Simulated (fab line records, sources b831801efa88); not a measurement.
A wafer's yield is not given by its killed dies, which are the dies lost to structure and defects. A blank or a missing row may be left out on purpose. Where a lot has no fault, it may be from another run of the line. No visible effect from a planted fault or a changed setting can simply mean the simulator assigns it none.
fab line records	flow sky130	part 2 of 2: steps 24 to 36 of 36
[record] lots = 5	wafers = 15	lastDay = 50
route steps=708 shown POLY_GATE@219 LDD_N@237
lots that met no fault: taken from a fault-free run of the same line
startH: start of the lot's first displayed wafer, in hours after the record's first day	waitH: hours from the lot's prior step to this one	" same as the row above	L1.1+2: a row that stands for several wafers	- no value present, or no start provided	* or withheld: withheld	< > ~ a bound
route shown NAME@n: names a module that has steps shown in the file, with the first one's number in the route	usual: the fault-free wafers' mean and standard deviation	same: alike in all rows	chamber/n: place in a boat	sites: each site's reading	_std_site: the values' standard deviation	_edge_site: mean of outer sites minus mean of inner sites	radiusMm: for every site, how far away it sits from the centre of the wafer	mask NAME#n: copy n	behind: the last tool/chamber to shape the wafer	hold: why the lot went on hold/how many hours it stayed there/how the hold came to an end	device: whichever transistor did not switch (one of n, p or np)	end of line: tests of these same wafers at the route's end	step lacking rows: just its recipe	killed: count of dies lost to structure and defects at first sort (not the wafer's yield)	map: a wafer's dies, x killed, . not, _ none there
set.NAME: the setting that was run; set.NAME@STEP: the one run at that earlier step	model.NAME: the simulator's own value behind a step, which no gauge read
lots at selected steps of the route; one table per step, one row per wafer
services: a tool's chamber out of use, with start hour (startH, from the record's first day; less than 0 if before it), hours out, and reason
[[steps]]
[step SKY_LDD_N_PEB_05]
[recipe] tempC = withheld	timeS = *	resist = NOVOLAK
[usual] exhaustPa = 45.1/0.94
lot.wafer	tool	chamber	startH	waitH	exhaustPa
L079.1	lithoTrack-01	0	-	-	46.4
L079.2	"	0	"	"	45.9
L079.5	"	0	"	"	45.7
L082.3	lithoTrack-01	0	-	-	45.1
L082.4	"	0	"	"	47.0
L082.6	"	0	"	"	47.4
L087.1	lithoTrack-03	0	-	-	45.5
L087.2	"	0	"	"	44.6
L087.5	"	0	"	"	44.7
L092.1	lithoTrack-03	0	-	-	46.2
L092.2	"	0	"	"	45.6
L092.3	"	0	"	"	46.1
L097.4	lithoTrack-04	0	-	-	45.1
L097.5	"	0	"	"	44.1
L097.6	"	0	"	"	44.2
[step SKY_LDD_N_DEVELOP_06]
[recipe] developTimeS = 60	devTempC = 23
[usual] exhaustPa = 45.0/0.84
lot.wafer	tool	chamber	startH	waitH	exhaustPa
L079.1	lithoTrack-01	0	454.61	0.1	45.0
L079.2	"	0	"	"	44.4
L079.5	"	0	"	"	45.1
L082.3	lithoTrack-01	0	483.96	0.1	44.1
L082.4	"	0	"	"	44.9
L082.6	"	0	"	"	44.7
L087.1	lithoTrack-03	0	515.57	0.1	46.3
L087.2	"	0	"	"	44.7
L087.5	"	0	"	"	44.9
L092.1	lithoTrack-03	0	559.02	0.1	45.2
L092.2	"	0	"	"	45.0
L092.3	"	0	"	"	43.6
L097.4	lithoTrack-04	0	617.86	0.1	45.5
L097.5	"	0	"	"	45.9
L097.6	"	0	"	"	44.6
[step SKY_LDD_N_OVL_MEAS_07]
[usual] LDD_N_OVL = 0.5/1.5
lot.wafer	tool	chamber	startH	waitH	LDD_N_OVL[nm]
L079.1	overlay-02	-	454.76	0.1	2.1
L079.2	"	-	"	"	-0.4
L079.5	"	-	"	"	1.3
L082.3	overlay-02	-	484.07	0.1	1.1
L082.4	"	-	"	"	0.5
L082.6	"	-	"	"	-0.3
L087.1	overlay-02	-	515.72	0.1	2.1
L087.2	"	-	"	"	1.9
L087.5	"	-	"	"	2.2
L092.1	overlay-01	-	559.17	0.1	-1.0
L092.2	"	-	"	"	-1.1
L092.3	"	-	"	"	-2.7
L097.4	overlay-01	-	617.95	0.1	0.8
L097.5	"	-	"	"	0.4
L097.6	"	-	"	"	0.4
[step SKY_LDD_N_IMPLANT_08]
[recipe] species = As	energyKev = 20	doseCm2 = 7.5e+13	tiltDeg = withheld	rotationDeg = 23
lot.wafer	tool	chamber	startH	waitH
L079.1+2+5	implanter-03	0	454.80	0.0
L082.3+4+6	implanter-01	0	484.15	0.1
L087.1+2+5	implanter-01	0	515.76	0.0
L092.1+2+3	implanter-03	0	559.21	0.0
L097.4+5+6	implanter-03	0	618.05	0.1
[step SKY_LDD_N_IMPLANT_09]
[recipe] species = As	energyKev = 20	doseCm2 = 7.5e+13	tiltDeg = withheld	rotationDeg = 113
lot.wafer	tool	chamber	startH	waitH
L079.1+2+5	implanter-03	0	454.95	0.1
L082.3+4+6	implanter-01	0	484.30	0.1
L087.1+2+5	implanter-01	0	515.91	0.1
L092.1+2+3	implanter-03	0	559.36	0.1
L097.4+5+6	implanter-03	0	618.20	0.1
[step SKY_LDD_N_IMPLANT_10]
[recipe] species = As	energyKev = 20	doseCm2 = 7.5e+13	tiltDeg = withheld	rotationDeg = 203
lot.wafer	tool	chamber	startH	waitH
L079.1+2+5	implanter-03	0	455.10	0.1
L082.3+4+6	implanter-01	0	484.45	0.1
L087.1+2+5	implanter-01	0	516.06	0.1
L092.1+2+3	implanter-03	0	559.51	0.1
L097.4+5+6	implanter-03	0	618.35	0.1
[step SKY_LDD_N_IMPLANT_11]
[recipe] species = As	energyKev = 20	doseCm2 = 7.5e+13	tiltDeg = withheld	rotationDeg = 293
lot.wafer	tool	chamber	startH	waitH
L079.1+2+5	implanter-03	0	455.25	0.1
L082.3+4+6	implanter-01	0	484.60	0.1
L087.1+2+5	implanter-01	0	516.21	0.1
L092.1+2+3	implanter-03	0	559.66	0.1
L097.4+5+6	implanter-03	0	618.50	0.1
[step SKY_LDD_N_IMPLANT_12]
[recipe] species = BF2	energyKev = 50	doseCm2 = 5e+12	tiltDeg = 30	rotationDeg = 0
lot.wafer	tool	chamber	startH	waitH
L079.1+2+5	implanter-03	0	455.40	0.1
L082.3+4+6	implanter-01	0	484.75	0.1
L087.1+2+5	implanter-01	0	516.36	0.1
L092.1+2+3	implanter-03	0	559.81	0.1
L097.4+5+6	implanter-03	0	618.65	0.1
[step SKY_LDD_N_IMPLANT_13]
[recipe] species = BF2	energyKev = 50	doseCm2 = 5e+12	tiltDeg = 30	rotationDeg = 90
lot.wafer	tool	chamber	startH	waitH
L079.1+2+5	implanter-03	0	455.55	0.1
L082.3+4+6	implanter-01	0	484.90	0.1
L087.1+2+5	implanter-01	0	516.51	0.1
L092.1+2+3	implanter-03	0	559.96	0.1
L097.4+5+6	implanter-03	0	618.80	0.1
[step SKY_LDD_N_IMPLANT_14]
[recipe] species = BF2	energyKev = 50	doseCm2 = 5e+12	tiltDeg = 30	rotationDeg = 180
lot.wafer	tool	chamber	startH	waitH
L079.1+2+5	implanter-03	0	455.70	0.1
L082.3+4+6	implanter-01	0	485.05	0.1
L087.1+2+5	implanter-01	0	516.66	0.1
L092.1+2+3	implanter-03	0	560.11	0.1
L097.4+5+6	implanter-03	0	618.95	0.1
[step SKY_LDD_N_IMPLANT_15]
[recipe] species = BF2	energyKev = 50	doseCm2 = 5e+12	tiltDeg = 30	rotationDeg = 270
lot.wafer	tool	chamber	startH	waitH
L079.1+2+5	implanter-03	0	455.85	0.1
L082.3+4+6	implanter-01	0	485.20	0.1
L087.1+2+5	implanter-01	0	516.81	0.1
L092.1+2+3	implanter-03	0	560.26	0.1
L097.4+5+6	implanter-03	0	619.10	0.1
[step SKY_LDD_N_STRIP_16]
[recipe] chemistry = O2/N2	powerW = 1400	pressureMtorr = 1500	platenTempC = withheld	o2FlowSccm = 3000	n2FlowSccm = 300	overashFraction = 0.5
[usual] drypumpMotorCurrentA = 5.89/0.3	oesProductAu = 0.408/0.0048	stripTimeToEndpointS = 4.311/0.016
lot.wafer	tool	chamber	startH	waitH	drypumpMotorCurrentA	oesProductAu	rfHoursCounterH	stripTimeToEndpointS
L079.1	plasmaAsher-03	0	456.00	0.1	5.39	0.404	32	4.322
L079.2	"	1	"	"	6.42	0.399	32	4.314
L079.5	"	1	"	"	6.45	0.410	-	4.327
L082.3	plasmaAsher-02	1	485.33	0.1	6.10	0.404	-	4.309
L082.4	"	0	"	"	5.87	0.402	-	4.303
L082.6	"	0	"	"	5.87	0.413	-	4.321
L087.1	plasmaAsher-02	1	516.96	0.1	6.12	0.415	9	4.316
L087.2	"	0	"	"	5.85	0.406	9	4.310
L087.5	"	1	"	"	6.14	0.409	-	4.316
L092.1	plasmaAsher-02	0	560.41	0.1	5.89	0.413	13	4.326
L092.2	"	1	"	"	6.18	0.412	13	4.316
L092.3	"	1	"	"	6.13	0.401	-	4.314
L097.4	plasmaAsher-02	1	619.21	0.1	6.10	0.411	-	4.310
L097.5	"	0	"	"	5.84	0.410	-	4.317
L097.6	"	1	"	"	6.11	0.401	-	4.306
[step SKY_LDD_N_TW_MEAS_17]
[usual] LDD_N_TW = 2569/19
lot.wafer	tool	chamber	startH	waitH	LDD_N_TW
L079.1	filmMetro-04	-	456.10	0.1	2576
L079.2	"	-	"	"	2583
L079.5	"	-	"	"	2572
L082.3	filmMetro-04	-	485.42	0.1	2586
L082.4	"	-	"	"	2585
L082.6	"	-	"	"	2572
L087.1	filmMetro-01	-	517.06	0.1	2555
L087.2	"	-	"	"	2559
L087.5	"	-	"	"	2550
L092.1	filmMetro-01	-	560.51	0.1	2541
L092.2	"	-	"	"	2537
L092.3	"	-	"	"	2550
L097.4	filmMetro-01	-	619.30	0.1	2547
L097.5	"	-	"	"	2552
L097.6	"	-	"	"	2544
[[services]]
tool	chamber	startH	hours	kind
rieDiel-02	2	397.11	11.0	repair
plasmaAsher-03	-	412.14	1.6	repair
implanter-03	-	417.66	2.1	repair
plasmaAsher-02	-	421.27	9.0	pm
krfScanner-02	-	425.68	0.8	pm
rieDiel-01	-	425.86	0.5	repair
plasmaAsher-02	-	444.39	0.4	repair
rieDiel-02	2	469.06	9.9	repair
plasmaAsher-03	-	480.24	14.7	repair
ilineStepper-01	-	486.04	2.6	repair
implanter-01	-	498.74	3.4	repair
rieDiel-01	3	503.31	29.3	repair
implanter-03	-	513.12	3.7	pm
ilineStepper-01	-	520.40	1.7	pm
krfScanner-02	-	528.90	1.0	pm
implanter-03	-	531.44	6.9	repair
rieDiel-02	0	544.32	13.7	repair
krfScanner-02	-	554.53	1.3	pm
rieDiel-01	2	573.13	13.9	repair
krfScanner-02	-	594.58	0.8	pm
rieDiel-01	3	596.15	1.8	repair
ilineStepper-01	-	597.78	4.1	repair
krfScanner-02	-	598.16	0.3	repair
rieDiel-02	3	617.56	4.7	repair
